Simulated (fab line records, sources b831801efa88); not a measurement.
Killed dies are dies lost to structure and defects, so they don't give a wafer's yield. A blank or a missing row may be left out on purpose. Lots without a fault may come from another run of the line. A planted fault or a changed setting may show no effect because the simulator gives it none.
Chamber matching | flow sfq_line | SFQ_TRILAYER_L0_VIA_ETCH_VIA_ETCH_016 on rie_diel-03: 4 sister chambers
The step etches SiO2 in CHF3, stops on MoNx KI, target depth 80 nm. 4 wafers are shown with their chamber, then 7 later ones without.

WAFERS WITH THEIR CHAMBER
wafer  | chamber | drypump_motor_current_A (A)
L586.5 | 1       | 6.5
L597.5 | 0       | 5.7
L599.1 | 2       | 5.7
L599.2 | 3       | 4.8

WAFERS WITHOUT THEIR CHAMBER
wafer  | drypump_motor_current_A (A)
L599.3 | 5.7
L601.2 | 5.7
L601.5 | 4.8
L601.6 | 5.8
L606.1 | 5.8
L606.2 | 4.8
L606.3 | 5.7

WHICH CHAMBER EACH WENT THROUGH
wafer  | from the rows above     | in truth
L599.3 | can't be placed: 0 or 2 | 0
L601.2 | can't be placed: 0 or 2 | 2
L601.5 | 3                       | 3
L601.6 | can't be placed: 0 or 2 | 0
L606.1 | can't be placed: 0 or 2 | 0
L606.2 | 3                       | 3
L606.3 | can't be placed: 0 or 2 | 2
Placed correctly: 2 of 7. Can't be placed from these rows: 5 (the true chamber is among the candidates in 5). Placed wrongly: 0.
How it was worked out, from the rows above alone: a wafer's distance from a chamber is the root of the sum, over the readings, of the square of ((its reading less the chamber's mean) divided by the reading's scatter). The wafer belongs to the nearest chamber; if the next one is less than 2 further off, it can't be placed. A chamber's mean is the mean of its shown wafers. The scatter: with one shown wafer a chamber, the root of the mean of the squares of how far each hidden wafer lies from its nearest shown one.
